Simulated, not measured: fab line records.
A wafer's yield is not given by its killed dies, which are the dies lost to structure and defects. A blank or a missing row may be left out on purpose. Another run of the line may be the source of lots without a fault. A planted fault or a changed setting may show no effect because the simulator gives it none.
2 desks looking at one fault :: flow gf180mcu :: only its own numbers are on each desk; what lay behind them is given at the end

== METROLOGY DESK ==
What the gauges read for every lot (on any tool): the sampled wafers with a number, averaged. A lot is out of limits, marked OUT, if its mean lies more than 4 standard deviations from the usual mean; the brackets give that distance.
Columns: A = HV_LDD_3_TW at GF_HV_LDD_TW_MEAS_38, usual 1459; B = HV_LDD_RS at GF_HV_LDD_RS_MEAS_53, usual 418.1 ohm/sq
lot: L954
first seen here: day 12 04:16
A: 1437
B: 417.0

lot: L955
first seen here: day 12 11:49
A: 1438
B: 418.8

lot: L956
first seen here: day 12 18:19
A: 1462
B: 418.1

lot: L961
first seen here: day 14 12:10
A: 1427
B: 421.6

lot: L962
first seen here: day 14 22:34
A: 1414
B: 424.4 (+6.8) OUT

lot: L963
first seen here: day 15 02:59
A: 1448
B: 417.2

lot: L964
first seen here: day 15 08:58
A: 1482
B: 418.5

lot: L968
first seen here: day 16 18:37
A: 1481
B: 417.8

lot: L972
first seen here: day 18 04:13
A: 1457
B: 419.1

lot: L973
first seen here: day 18 14:01
A: 1443
B: 417.9

lot: L974
first seen here: day 19 03:35
A: 1461
B: 417.0

lot: L975
first seen here: day 19 03:39
A: 1483
B: 418.5
Per this desk, out of limits: L962; the first was L962, day 15 20:02 (HV_LDD_RS at GF_HV_LDD_RS_MEAS_53). L954, L955, L956, L961, L963, L964, L968, L972, L973, L974, L975: within limits.

== FOR THE TOOL OWNER'S DESK: implanter-04 ==
GF_HV_LDD_IMPLANT_36, tool's own readings: per-lot mean of the sampled wafers with a number, covering each lot this tool ran. A lot is out of limits, marked OUT, if its mean lies more than 4 standard deviations from the usual mean; the brackets give that distance.
Columns: A = dose-ions-cm2 at GF_HV_LDD_IMPLANT_36, usual 7.501e+12; B = faraday-current-uA at GF_HV_LDD_IMPLANT_36, usual 42.3
lot: L954
first seen here: day 12 04:01
A: 7.501e+12
B: 42.3

lot: L955
first seen here: day 12 11:34
A: 7.494e+12
B: 41.7

lot: L961
first seen here: day 14 11:55
A: 5.528e+12 (-99 or more) OUT
B: 31.0 (-12) OUT

lot: L962
first seen here: day 14 22:19
A: 5.532e+12 (-99 or more) OUT
B: 31.5 (-12) OUT
This desk finds L961, L962 out of limits, L961 being first, at day 14 11:55 (dose-ions-cm2 at GF_HV_LDD_IMPLANT_36). L954, L955: within limits.

== BROUGHT TOGETHER ==
At day 14 11:55, on L961, L962, the tool owner's desk was in a position to raise an alarm.
At day 15 20:02 the metrology desk could have sounded an alarm, on L962.
The metrology desk holds a record of L961, inside its limits.
On implanter-04, each named lot ran GF_HV_LDD_IMPLANT_36.

== WHAT THE SIMULATOR HAD PUT IN ==
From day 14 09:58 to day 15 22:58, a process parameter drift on implanter-04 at GF_HV_LDD_IMPLANT_36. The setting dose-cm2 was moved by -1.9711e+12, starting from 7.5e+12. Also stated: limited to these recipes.
Struck lots among those shown: L961, L962.
Delay (hours) between the fault's onset and each desk's first out-of-limits reading: 2 at the tool owner's desk, 34 at the metrology desk.
